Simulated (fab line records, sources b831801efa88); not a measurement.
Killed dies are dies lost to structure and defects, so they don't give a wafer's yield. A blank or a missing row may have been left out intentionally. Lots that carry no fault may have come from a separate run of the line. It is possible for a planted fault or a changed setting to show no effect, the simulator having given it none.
Matching of chambers || flow sfqLine || rieDiel-02 running SFQ_TRILAYER_I0_VIA_BARC_OPEN_VIA_ETCH_046: 4 sister chambers
The step etches BARC in O2, target depth 125 nm, time 41.7 s. 4 wafers are shown with their chamber, then 10 later ones without.

## WAFERS WITH THEIR CHAMBER
{"wafer": "L827.3", "chamber": 0, "drypumpMotorCurrentA (A)": 5.9}
{"wafer": "L827.4", "chamber": 3, "drypumpMotorCurrentA (A)": 6.1}
{"wafer": "L828.1", "chamber": 1, "drypumpMotorCurrentA (A)": 6.0}
{"wafer": "L828.2", "chamber": 2, "drypumpMotorCurrentA (A)": 4.7}

## WAFERS WITHOUT THEIR CHAMBER
{"wafer": "L828.5", "drypumpMotorCurrentA (A)": 6.2}
{"wafer": "L829.2", "drypumpMotorCurrentA (A)": 6.2}
{"wafer": "L829.3", "drypumpMotorCurrentA (A)": 6.0}
{"wafer": "L829.5", "drypumpMotorCurrentA (A)": 4.7}
{"wafer": "L830.3", "drypumpMotorCurrentA (A)": 6.2}
{"wafer": "L830.4", "drypumpMotorCurrentA (A)": 6.0}
{"wafer": "L830.6", "drypumpMotorCurrentA (A)": 4.7}
{"wafer": "L836.1", "drypumpMotorCurrentA (A)": 4.7}
{"wafer": "L836.5", "drypumpMotorCurrentA (A)": 4.7}
{"wafer": "L836.6", "drypumpMotorCurrentA (A)": 6.0}

## CHAMBER TAKEN BY EACH
{"wafer": "L828.5", "from the rows above": "can't be placed: 3 or 1", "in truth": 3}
{"wafer": "L829.2", "from the rows above": "can't be placed: 3 or 1", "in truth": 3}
{"wafer": "L829.3", "from the rows above": "can't be placed: 1 or 0 or 3", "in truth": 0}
{"wafer": "L829.5", "from the rows above": 2, "in truth": 2}
{"wafer": "L830.3", "from the rows above": "can't be placed: 3 or 1", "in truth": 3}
{"wafer": "L830.4", "from the rows above": "can't be placed: 1 or 0 or 3", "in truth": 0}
{"wafer": "L830.6", "from the rows above": 2, "in truth": 2}
{"wafer": "L836.1", "from the rows above": 2, "in truth": 2}
{"wafer": "L836.5", "from the rows above": 2, "in truth": 2}
{"wafer": "L836.6", "from the rows above": "can't be placed: 1 or 0 or 3", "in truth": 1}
Correct placement for 4 of the 10. These rows do not allow placing 6 (true chamber among the candidates in 6). Wrongly placed: 0.
How it was worked out, from the rows above alone: a wafer's distance from a chamber is the root of the sum, over the readings, of the square of ((its reading less the chamber's mean) divided by the reading's scatter). The wafer belongs to the nearest chamber; if the next one is less than 2 further off, it can't be placed. The mean given for a chamber averages the wafers shown for that chamber. The scatter: root of mean squared gap, hidden wafer to nearest shown wafer, with one shown wafer a chamber.
